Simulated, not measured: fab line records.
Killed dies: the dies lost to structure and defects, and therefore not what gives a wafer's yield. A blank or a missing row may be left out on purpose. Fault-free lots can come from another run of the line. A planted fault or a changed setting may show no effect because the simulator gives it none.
Problem report in the 8D (eight disciplines) form, filled by code	flow sky130	the parts of the form that need people (team, actions taken, sign-off) are left out

1. THE PROBLEM
At SKY_FIELD_ISO_ETCH_14, run length s averages 47.3 s over 3 wafers from 3 lots, while fault-free wafers read 74.2 s, standard deviation 0.43. Measured from the usual mean, that is -63 standard deviations.
The step: etches BARC in N2/H2, stops on SiO2, time 45.9 s, target depth 60 nm.
Seen first at day 4 19:29 on rie diel-01, wafer L541.4. Wafers with a number at this step in the record: 43, from 15 lots. Rule for "out" (also "out of limits"): further than 4 standard deviations from the usual mean. The other wafers with a number count as sound.

2. WHAT THIS IS AND IS NOT
question	is	is not
which readings at this step	run length s, oes product au	drypump motor current A
which lots	L541, L545, L546	L529, L530, L531, L533, L534, L535, L536, L537, L539, L542, L549, L552
which wafers of those lots	L541.4, L545.2, L546.4	L541.5, L541.6, L545.1, L546.1
read on which tools	rie diel-01	rie diel-02, rie diel-04
when	from day 4 19:29	up to then (29 sound wafers); but 11 sound wafers of L542, L545, L546, L549, L552 came after

3. WHAT RULES OUT EACH SUSPECT
Counting: a tool at a process step up to the reading stays a suspect if it ran every lot that is out. Sound lots after the first of them don't rule it out here, since some wafers of a struck lot are sound.
- rie diel-01 at SKY_FIELD_ISO_ETCH_14 (etches BARC in N2/H2, stops on SiO2, time 45.9 s, target depth 60 nm): kept. It ran every lot that is out, first L541 (day 4 19:29); its last sound lot up to then is L531 (day 2 14:27). On those wafers its own readings are out: oes product au, run length s.
Left after counting: rie diel-01 at SKY_FIELD_ISO_ETCH_14.

4. THE CAUSE (what the simulator had put in)
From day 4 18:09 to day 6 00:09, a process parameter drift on rie diel-01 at SKY_FIELD_ISO_ETCH_14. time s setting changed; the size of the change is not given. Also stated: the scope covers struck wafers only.
Counting left only this tool.

5. THE EFFECT CHAIN, in route order
Rows list readings where the struck wafers' mean (over those with a number) sits beyond 3 standard deviations from the usual. Readings are gone through only where the record gives a usual standard deviation; hours: the median, over the lots, of the time from a lot's start at the first step in this table giving one to that lot's start at this step; sigmas: the change measured in usual standard deviations.
hours	step	reading	usual	on struck wafers	change	sigmas
0	SKY_FIELD_ISO_ETCH_14	oes product au	0.854 a.u.	0.996	+0.142	+32
0	SKY_FIELD_ISO_ETCH_14	run length s	74.2 s	47.3	-26.9	-63
0	SKY_FIELD_ISO_ETCH_15	oes product au	0.946 a.u.	0.377	-0.569	-79
0	SKY_FIELD_ISO_ETCH_15	throttle valve pct	8.844 %	8.659	-0.185	-21
The process steps in it:
- SKY_FIELD_ISO_ETCH_14: etches BARC in N2/H2, stops on SiO2, time 45.9 s, target depth 60 nm.
- SKY_FIELD_ISO_ETCH_15: etches the open film in CHF3/O2, stops on Si, target depth 180 nm, time 72 s.
Readings that are blank on the struck wafers while sound wafers have them: bias w at SKY_FIELD_ISO_ETCH_14; PWDE_OVL at SKY_PWDE_OVL_MEAS_07; NWELL_00_OVL at SKY_NWELL_OVL_MEAS_10; NWELL_01_OVL at SKY_NWELL_OVL_MEAS_23; VT_ADJUST_LVTN_OVL at SKY_VT_ADJUST_LVTN_OVL_MEAS_07.

6. WHAT WOULD HAVE CAUGHT IT SOONER
In this record the first reading out of limits was taken at day 4 19:29, 1 hour after the fault began at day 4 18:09.
